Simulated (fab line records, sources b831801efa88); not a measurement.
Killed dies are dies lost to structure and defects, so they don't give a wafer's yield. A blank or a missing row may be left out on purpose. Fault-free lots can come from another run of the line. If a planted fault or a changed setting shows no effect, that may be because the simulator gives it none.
Chamber matching -- flow sky130 -- 4 sister chambers for SKY_VIA1_CMP_24 on cmp-01
The step polishes, stops on SiO2, t overpolish 15 s, target thk 0 nm. 18 wafers are shown with their chamber, then 9 later ones without.

== WAFERS, EACH WITH ITS CHAMBER ==
wafer,chamber,motor_current_A (A),time_to_endpoint_s (s),overpolish_run_s (s)
L845.3,0,12.8,67.6,15.014
L845.5,2,10.3,65.9,14.988
L845.6,3,10.0,67.6,15.007
L848.1,3,9.8,65.0,15.010
L848.2,2,10.4,66.6,15.003
L848.4,1,12.2,68.6,14.995
L849.4,3,10.1,68.0,14.988
L849.5,3,10.2,66.6,15.004
L849.6,0,13.0,67.6,14.990
L851.2,0,12.5,69.4,15.004
L851.3,3,9.8,68.2,14.999
L851.6,3,10.0,65.9,15.003
L850.1,2,10.4,67.0,14.997
L850.2,1,12.0,70.0,15.007
L850.6,1,11.9,72.4,14.987
L853.1,1,12.3,68.3,15.014
L853.2,3,10.2,66.6,15.003
L853.4,2,10.1,66.8,14.997

SIGNATURES (means of the wafers above)
reading,chamber 0,chamber 1,chamber 2,chamber 3,scatter within a chamber
motor_current_A,12.767,12.100,10.300,10.014,0.18
time_to_endpoint_s,68.200,69.825,66.575,66.843,1.24
overpolish_run_s,15.00267,15.00075,14.99625,15.00200,0.00903
Rule: distance of a wafer from a chamber = root of the sum over the readings of ((wafer's reading minus chamber's mean) / reading's scatter) squared. If the next closest chamber is less than 2 further off than the closest, the wafer can't be placed; otherwise it belongs to the closest. The scatter: the root of (the sum of the squares of (reading less its chamber's mean) over the shown wafers, divided by (wafers less chambers)).

== WAFERS WITHOUT THEIR CHAMBER ==
wafer,motor_current_A (A),time_to_endpoint_s (s),overpolish_run_s (s)
L857.2,10.2,63.6,14.978
L857.3,13.4,65.3,14.993
L857.4,12.4,65.5,15.003
L858.1,12.1,65.0,15.006
L858.5,10.3,69.4,14.988
L858.6,12.9,66.9,15.010
L859.3,12.2,67.5,14.990
L859.4,13.3,66.4,15.008
L859.6,11.4,67.0,15.003

== THE CHAMBER EACH PASSED THROUGH ==
wafer,from the rows above,in truth
L857.2,can't be placed: 2 or 3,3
L857.3,0,0
L857.4,can't be placed: 0 or 1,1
L858.1,can't be placed: 1 or 0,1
L858.5,can't be placed: 2 or 3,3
L858.6,0,0
L859.3,can't be placed: 1 or 0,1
L859.4,0,0
L859.6,can't be placed: 1 or 2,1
3 of 9 placed correctly. Not placeable from these rows: 6 (in 6, the candidates include the true chamber). Wrongly placed: 0.
